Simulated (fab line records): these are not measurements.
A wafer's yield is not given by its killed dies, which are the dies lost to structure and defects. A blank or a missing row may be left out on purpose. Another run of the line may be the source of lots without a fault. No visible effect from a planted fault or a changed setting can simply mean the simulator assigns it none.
Split-lot experiment | flow sfqLine | route with 325 steps; 5 lots, 23 wafers read

ABOUT THE SPLIT
At SFQ_TRILAYER_M7_ETCH_METAL_ETCH_180 (etches Nb in Cl2/Ar, stops on SiO2, target depth 240 nm, time 120 s), the setting timeS was moved away from the recipe's 120 s on 7 of the 23 wafers read, by -7.5% to +9.5%. This setting was run at the recipe's value on the other wafers.

The reading is taken at the split's own step.

THE READING
KrF_of_TRILAYER_M7_LITHO_COAT_177.thkNm (the simulator's own value, which no gauge read), in nm, at SFQ_TRILAYER_M7_ETCH_METAL_ETCH_180 (etches Nb in Cl2/Ar, stops on SiO2, target depth 240 nm, time 120 s). No usual value for it is given in the file. Average 384.1 nm, standard deviation 2.7 nm, over the 16 wafers here run with the recipe.

wafer  | tool, chamber at the split | timeS as run, s | against the recipe | KrF_of_TRILAYER_M7_LITHO_COAT_177.thkNm, nm | against lot-mates on the recipe
L078.1 | rieMetal-01, 0             | 120             | recipe             | 382.9                                       | -
L078.2 | rieMetal-01, 1             | 120             | recipe             | 381.6                                       | -
L078.3 | rieMetal-01, 1             | 120             | recipe             | 380.8                                       | -
L078.5 | rieMetal-01, 1             | 120             | recipe             | 381.5                                       | -
L078.6 | rieMetal-01, 0             | 120             | recipe             | 383.9                                       | -
L080.3 | rieMetal-01, 0             | 120             | recipe             | 385.8                                       | -
L080.4 | rieMetal-01, 1             | 120             | recipe             | 380.6                                       | -
L080.5 | rieMetal-01, 0             | 120             | recipe             | 385.3                                       | -
L082.1 | rieMetal-04, 1             | 111             | -7.5%              | 395.5                                       | +6.6
L082.2 | rieMetal-04, 0             | 111             | -7.5%              | 400                                         | +11.1
L082.3 | rieMetal-04, 0             | 120             | recipe             | 388.2                                       | -
L082.5 | rieMetal-04, 1             | 111             | -7.5%              | 396.1                                       | +7.2
L082.6 | rieMetal-04, 0             | 120             | recipe             | 389.7                                       | -
L083.1 | rieMetal-04, 1             | 120             | recipe             | 383.3                                       | -
L083.3 | rieMetal-04, 1             | 120             | recipe             | 380.9                                       | -
L083.4 | rieMetal-04, 0             | 120             | recipe             | 385.4                                       | -
L083.5 | rieMetal-04, 1             | 131.4           | +9.5%              | 370.1                                       | -13.1
L083.6 | rieMetal-04, 0             | 131.4           | +9.5%              | 371.2                                       | -12.0
L084.1 | rieMetal-04, 1             | 124.7           | +3.9%              | 379.3                                       | -6.0
L084.2 | rieMetal-04, 0             | 120             | recipe             | 385.8                                       | -
L084.3 | rieMetal-04, 1             | 120             | recipe             | 382.7                                       | -
L084.4 | rieMetal-04, 0             | 120             | recipe             | 387.4                                       | -
L084.6 | rieMetal-04, 1             | 124.7           | +3.9%              | 378                                         | -7.3

FIT RESULTS
A straight line over all 23 wafers: KrF_of_TRILAYER_M7_LITHO_COAT_177.thkNm changes by -1.56 nm for each +1% of timeS; r = -0.93; the points scatter about the line by 2.6 nm.
The same after taking each lot's own level away (the mean of its wafers on the recipe; 23 wafers): -1.25 nm for each +1%; r = -0.95; scatter 1.8 nm.
The reading moves by 12 nm for the largest change in timeS, on that fit.
The lots' own levels span 382.14 to 388.95 nm, that is 2.5 times the standard deviation above.
Thus the slope moves with the lot-to-lot level: the two fits are different.
Check: with one of the wafers moved furthest among these (+9.5%) left out of the fit, the line predicts -11.9 nm for it against its lot-mates. Against them it came out at -13.1 nm.

OTHER SPLITS APPLIED TO THESE WAFERS
These wafers also went through other splits before the reading. Each is held against what the fit with the lots' levels taken away leaves over:
other split on the same wafers              | wafers away from the commonest value | r with KrF_of_TRILAYER_M7_LITHO_COAT_177.thkNm (lot level and that fit taken away)
SFQ_TRILAYER_M6_LITHO_COAT_164 resistThkNm  | 8                                    | -0.14
SFQ_TRILAYER_I6_CMP_CMP_166 leaveAboveRefNm | 4                                    | -0.24
SFQ_TRILAYER_I6_VIA_LITHO_PEB_172 pebTimeS  | 4                                    | +0.04
SFQ_TRILAYER_M7_LITHO_COAT_182 resistThkNm  | 6                                    | +0.04

THE FILE'S OWN FIT
KrF_of_TRILAYER_M7_LITHO_COAT_177.thkNm changes by -1.28 nm for each +1% of timeS, r = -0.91.
